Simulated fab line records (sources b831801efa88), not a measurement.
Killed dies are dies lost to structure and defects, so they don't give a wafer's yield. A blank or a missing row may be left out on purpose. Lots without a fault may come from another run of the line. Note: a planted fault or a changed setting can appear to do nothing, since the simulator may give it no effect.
What tool caused it? || flow gf180mcu || 7 lots, 21 wafers sampled, at 2 steps of a route of 602

WHAT THE GAUGES READ, wafer by wafer
GF_VT_IMPLANT_TW_MEAS_21.
{"lot": "L445", "measured": "day 6 17:38", "on": "film metro-04", "VT_IMPLANT_2_TW": "1240 1231 1230"}
{"lot": "L447", "measured": "day 7 04:51", "on": "film metro-02", "VT_IMPLANT_2_TW": "1183 1186 1187"}
{"lot": "L449", "measured": "day 7 09:34", "on": "film metro-04", "VT_IMPLANT_2_TW": "1233 1231 1236"}
{"lot": "L457", "measured": "day 9 17:08", "on": "film metro-02", "VT_IMPLANT_2_TW": "1188 1187 1191"}
{"lot": "L461", "measured": "day 10 18:35", "on": "film metro-02", "VT_IMPLANT_2_TW": "1194 1196 1196"}
{"lot": "L464", "measured": "day 11 12:08", "on": "film metro-04", "VT_IMPLANT_2_TW": "1229 1222 1228"}
{"lot": "L467", "measured": "day 12 10:01", "on": "film metro-01", "VT_IMPLANT_2_TW": "1205 1203 1202"}

WHICH TOOL RAN EACH LOT (tool, then ch and the chambers of the sampled wafers, then the start)
{"lot": "L445", "GF_MVPSD_IMPLANT_08": "implanter-02 ch 0, day 5 12:03"}
{"lot": "L447", "GF_MVPSD_IMPLANT_08": "implanter-02 ch 0, day 5 22:37"}
{"lot": "L449", "GF_MVPSD_IMPLANT_08": "implanter-01 ch 0, day 6 02:46"}
{"lot": "L457", "GF_MVPSD_IMPLANT_08": "implanter-01 ch 0, day 8 06:55"}
{"lot": "L461", "GF_MVPSD_IMPLANT_08": "implanter-03 ch 0, day 9 06:32"}
{"lot": "L464", "GF_MVPSD_IMPLANT_08": "implanter-02 ch 0, day 9 23:38"}
{"lot": "L467", "GF_MVPSD_IMPLANT_08": "implanter-02 ch 0, day 10 19:05"}
- GF_MVPSD_IMPLANT_08

THE ANSWER, worked out from the rows above alone
Rule: the usual values come from the lots themselves. Put in order of their means at a reading, lots are off if they are a third of the lots or fewer, leave a main group of 4 or more, and stand apart from it by a gap of 3 or more times the standard deviation of the main group's means; of several such gaps the widest counts. A main group whose means are all the same, to the digits that the tables above print for the reading, isn't used. Also off: a lot with no number at a reading for which 4 or more lots have one. Any other lot the step has rows for is counted as sound.
Nothing can be told from this: no lot is off at any reading shown.

WHAT THE SIMULATOR HAD INSERTED
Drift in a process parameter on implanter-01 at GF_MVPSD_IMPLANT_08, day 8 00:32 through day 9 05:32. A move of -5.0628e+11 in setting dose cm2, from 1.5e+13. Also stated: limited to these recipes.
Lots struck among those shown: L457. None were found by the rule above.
